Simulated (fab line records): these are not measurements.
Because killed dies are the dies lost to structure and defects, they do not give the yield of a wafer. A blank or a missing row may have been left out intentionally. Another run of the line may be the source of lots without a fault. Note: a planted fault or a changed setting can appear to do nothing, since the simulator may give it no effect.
2 desks, one fault | flow gf180mcu | each desk has only its own numbers; what lay behind them comes last

THE TOOL OWNER'S DESK: cvd-w-01
The tool's own readings at GF_V3_CVD_23 (deposits W, target thk 350 nm, time 104.9 s): means of the sampled wafers that have a number, for each lot that ran on this tool. A lot is out of limits, marked OUT, if its mean lies more than 4 standard deviations from the usual mean; the brackets give that distance.
Columns: A = heater-power-outer-w at GF_V3_CVD_23, usual 551 W; B = heater-power-w at GF_V3_CVD_23, usual 890 W
lot  | first seen here | A   | B
L482 | day 23 11:07    | 537 | 890
L485 | day 24 07:02    | 547 | 881
L488 | day 25 08:23    | 545 | 899
L498 | day 28 20:24    | 547 | 868
L500 | day 29 11:17    | 584 | 961
Finding of this desk: none of the 5 lots has anything out of limits.

THE METROLOGY DESK
Lot by lot, what the gauges showed, no matter which tool ran the lot: averages of those sampled wafers that carry a number. A lot is out of limits, marked OUT, if its mean lies more than 4 standard deviations from the usual mean; the brackets give that distance.
Columns: A = cd-nm at GF_V3_CD_MEAS_14, usual 260.2 nm; B = V3_OVL at GF_V3_OVL_MEAS_15, usual -1 nm; C = V3_W_RS at GF_V3_RS_MEAS_24, usual 0.327 ohm/sq; D = V3_W_THK at GF_V3_THK_MEAS_25, usual 346 nm
lot  | first seen here | A     | B  | C                       | D
L482 | day 23 10:11    | 260.1 | -5 | 0.329                   | 340
L485 | day 24 06:07    | 260.4 | 3  | 0.828 (+99 or more) OUT | 187 (-31) OUT
L488 | day 25 07:30    | 261.4 | -6 | 0.833 (+99 or more) OUT | 187 (-31) OUT
L498 | day 28 19:29    | 260.0 | 2  | 0.325                   | 344
L499 | day 29 06:38    | 260.0 | -3 | 0.331                   | 349
L500 | day 29 10:20    | 262.2 | -1 | 0.324                   | 350
This desk's result: L485, L488 out of limits, first on L485 (V3_W_RS at GF_V3_RS_MEAS_24), day 24 07:09. L482, L498, L499, L500 stayed within limits.

PUT TOGETHER
L485, L488 would have let the metrology desk raise an alarm at day 24 07:09.
Nothing out of limits was seen by the tool owner's desk.
Tool owner's desk: L485, L488 on record, inside its limits.
Every lot named ran GF_V3_CVD_23 on cvd-w-01.

WHAT THE SIMULATOR HAD PUT IN
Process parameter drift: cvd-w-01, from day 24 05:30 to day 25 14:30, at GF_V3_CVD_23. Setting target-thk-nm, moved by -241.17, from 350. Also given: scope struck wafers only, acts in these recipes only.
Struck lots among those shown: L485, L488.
Hours from the fault's start to each desk's first reading out of limits: the metrology desk, 2.
